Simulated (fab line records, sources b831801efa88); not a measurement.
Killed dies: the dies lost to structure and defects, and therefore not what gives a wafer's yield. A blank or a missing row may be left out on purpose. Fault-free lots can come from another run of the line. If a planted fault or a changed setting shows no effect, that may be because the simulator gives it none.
Which tool is to blame? -- flow sky130 -- Sampling: 10 lots, 30 wafers, 6 of 708 route steps

## WHAT THE GAUGES SHOWED, per wafer
SKY_VIA4_BOW_MEAS_03. Usual: VIA4_BOW typically reads 78 um, with standard deviation 7.8.
lot,measured,on,VIA4_BOW (um),flag
L281,day 42 05:53,filmMetro-01,81 71 64,
L285,day 43 14:46,filmMetro-04,74 70 71,
L287,day 43 21:28,filmMetro-02,81 84 75,
L292,day 45 04:07,filmMetro-04,93 85 73,
L296,day 46 08:21,filmMetro-04,74 76 72,
L294,day 46 13:17,filmMetro-04,77 79 74,
L299,day 47 14:14,filmMetro-02,65 55 69,
L301,day 47 15:25,filmMetro-04,86 78 79,
L302,day 48 05:52,filmMetro-02,88 80 81,
L303,day 48 11:36,filmMetro-04,83 69 73,

SKY_VIA4_RS_MEAS_19: a four-point-probe measurement. Usual: VIA4_W_RS typically reads 0.2269 ohm/sq, with standard deviation 0.0021.
lot,measured,on,VIA4_W_RS (ohm/sq),flag
L281,day 43 03:57,filmMetro-02,0.2300 0.2261 0.2300,
L285,day 44 14:10,filmMetro-04,0.2301 0.2301 0.2286,
L287,day 44 21:01,filmMetro-01,0.2280 0.2284 0.2278,
L292,day 46 01:53,filmMetro-01,0.2278 0.2269 0.2265,
L296,day 47 04:06,filmMetro-01,0.2272 0.2259 0.2261,
L294,day 47 08:36,filmMetro-01,0.1755 0.1764 0.2253 0.1754 0.1764 0.2252,OFF
L299,day 48 10:26,filmMetro-02,0.2275 0.1767 0.1761 0.2275 0.1764 0.1762,OFF
L301,day 48 11:08,filmMetro-04,0.2264 0.2251 0.2238,
L302,day 49 00:57,filmMetro-04,0.2265 0.2254 0.2249,
L303,day 49 06:25,filmMetro-01,0.2276 0.2278 0.2299,

SKY_VIA4_THK_MEAS_20: measures by xrf. Usual: VIA4_W_THK typically reads 501 nm, with standard deviation 7.5.
lot,measured,on,VIA4_W_THK (nm),flag
L281,day 43 04:04,filmMetro-02,496 504 495,
L285,day 44 14:16,filmMetro-04,487 486 487,
L287,day 44 21:08,filmMetro-01,504 500 502,
L292,day 46 02:00,filmMetro-01,503 502 506,
L296,day 47 04:13,filmMetro-01,506 513 510,
L294,day 47 11:53,filmMetro-01,658 657 509 657 657 511,OFF
L299,day 48 12:25,filmMetro-02,497 637 641 496 636 639,OFF
L301,day 48 11:14,filmMetro-04,499 503 502,
L302,day 49 01:04,filmMetro-04,495 499 501,
L303,day 49 06:30,filmMetro-01,504 500 498,

## WHICH TOOL RAN EACH LOT (tool, then ch and the chambers of the sampled wafers, then the start)
lot,SKY_METAL4_SPUTTER_00,SKY_CAP2M_SPUTTER_02,SKY_VIA4_CVD_18
L281,"pvdSputter-02, day 40 06:12","pvdSputter-04, day 40 06:26","cvdW-01 ch 0,1, day 43 03:48"
L285,"pvdSputter-01, day 41 13:47","pvdSputter-03, day 41 14:01","cvdW-01 ch 0,1, day 44 14:02"
L287,"pvdSputter-04, day 41 20:54","pvdSputter-02, day 41 21:08","cvdW-01 ch 0,1, day 44 20:52"
L292,"pvdSputter-04, day 43 06:27","pvdSputter-02, day 43 06:44","cvdW-02 ch 0,1, day 46 01:44"
L296,"pvdSputter-02, day 44 12:20","pvdSputter-04, day 44 12:34","cvdW-01 ch 0,1, day 47 03:56"
L294,"pvdSputter-02, day 44 16:41","pvdSputter-03, day 44 16:55","cvdW-01 ch 0,1, day 47 08:26"
L299,"pvdSputter-04, day 45 19:31","pvdSputter-02, day 45 19:45","cvdW-01 ch 0,1, day 48 10:17"
L301,"pvdSputter-01, day 45 20:53","pvdSputter-02, day 45 21:07","cvdW-02 ch 0,1, day 48 10:59"
L302,"pvdSputter-02, day 46 13:47","pvdSputter-03, day 46 14:02","cvdW-02 ch 1, day 49 00:41"
L303,"pvdSputter-02, day 46 18:43","pvdSputter-03, day 46 18:59","cvdW-02 ch 0,1, day 49 06:15"
- SKY_METAL4_SPUTTER_00: material Ti, target thk 15 nm, time 10 s.
- SKY_CAP2M_SPUTTER_02: material TiN, target thk 200 nm, time 166.7 s.
- SKY_VIA4_CVD_18: deposits W, target thk 505 nm, time 152.14 s.

## AS READ BY THE TOOLS THEMSELVES (means over the sampled wafers that have a number; for cases with no such wafer, the mark the record gives instead)
SKY_METAL4_SPUTTER_00. Usual: chamberPressurePa 0.4000 Pa, standard deviation 0.00079; throttleValvePct 29.6 %, standard deviation 1.1.
lot,tool,chamberPressurePa (Pa),throttleValvePct (%),flag
L281,pvdSputter-02,0.4000,28.9,
L285,pvdSputter-01,0.4010,29.3,
L287,pvdSputter-04,0.4006,30.6,
L292,pvdSputter-04,0.4005,30.3,
L296,pvdSputter-02,0.3988,30.5,
L294,pvdSputter-02,0.4005,29.8,
L299,pvdSputter-04,0.3991,29.3,
L301,pvdSputter-01,0.4005,28.5,
L302,pvdSputter-02,0.4006,28.9,
L303,pvdSputter-02,0.4000,29.8,

SKY_CAP2M_SPUTTER_02. Usual: chamberPressurePa 0.3999 Pa, standard deviation 0.00078; throttleValvePct 30.0 %, standard deviation 0.85.
lot,tool,chamberPressurePa (Pa),throttleValvePct (%),flag
L281,pvdSputter-04,0.4002,29.8,
L285,pvdSputter-03,0.4005,30.5,
L287,pvdSputter-02,0.3997,29.9,
L292,pvdSputter-02,0.3998,29.0,
L296,pvdSputter-04,0.4004,30.0,
L294,pvdSputter-03,0.3998,30.3,
L299,pvdSputter-02,0.4001,29.8,
L301,pvdSputter-02,0.4001,30.6,
L302,pvdSputter-03,0.4001,30.3,
L303,pvdSputter-03,0.4001,30.4,

SKY_VIA4_CVD_18. Usual: chamberPressureTorr 40.00 Torr, standard deviation 0.09; heaterPowerW 811 W, standard deviation 73.
lot,tool,chamberPressureTorr (Torr),heaterPowerW (W),flag
L281,cvdW-01,40.10,909,
L285,cvdW-01,39.94,865,
L287,cvdW-01,40.08,853,
L292,cvdW-02,39.95,761,
L296,cvdW-01,39.97,899,
L294,cvdW-01,39.99,929,
L299,cvdW-01,39.96,921,
L301,cvdW-02,40.01,779,
L302,cvdW-02,39.99,775,
L303,cvdW-02,40.02,772,

## THE ANSWER, worked out from the rows above alone
Rule: a lot counts as off when the mean over its wafers that have a number is more than 3 standard deviations away from the usual mean. A lot without any number at a reading at which 4 lots or more have one is off too. Where the step has rows for the other lots, those lots are counted as sound. Order of review: gauges by route order, followed by the tools' own readings, for which a lot's mean as printed above is used. At the first step where some lot is off, the reading lying furthest off is the one used; lots without a number count as furthest.
Off: at SKY_VIA4_RS_MEAS_19 (VIA4_W_RS), L294, L299.
If a tool, at a process step before that reading, ran all the lots that are off and no sound lot after the first of them, it fits. Gauges at SKY_VIA4_RS_MEAS_19: tried the same way as those tools. One fits: cvdW-01 at SKY_VIA4_CVD_18. A fault onset in the window from L296 (day 47 03:56, its last sound lot) to L294 (day 47 08:26, its first lot off) fits.

## WHAT THE SIMULATOR PUT IN
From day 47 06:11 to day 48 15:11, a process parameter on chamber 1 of cvdW-01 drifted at SKY_VIA4_CVD_18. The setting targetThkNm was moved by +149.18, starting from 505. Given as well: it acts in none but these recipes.
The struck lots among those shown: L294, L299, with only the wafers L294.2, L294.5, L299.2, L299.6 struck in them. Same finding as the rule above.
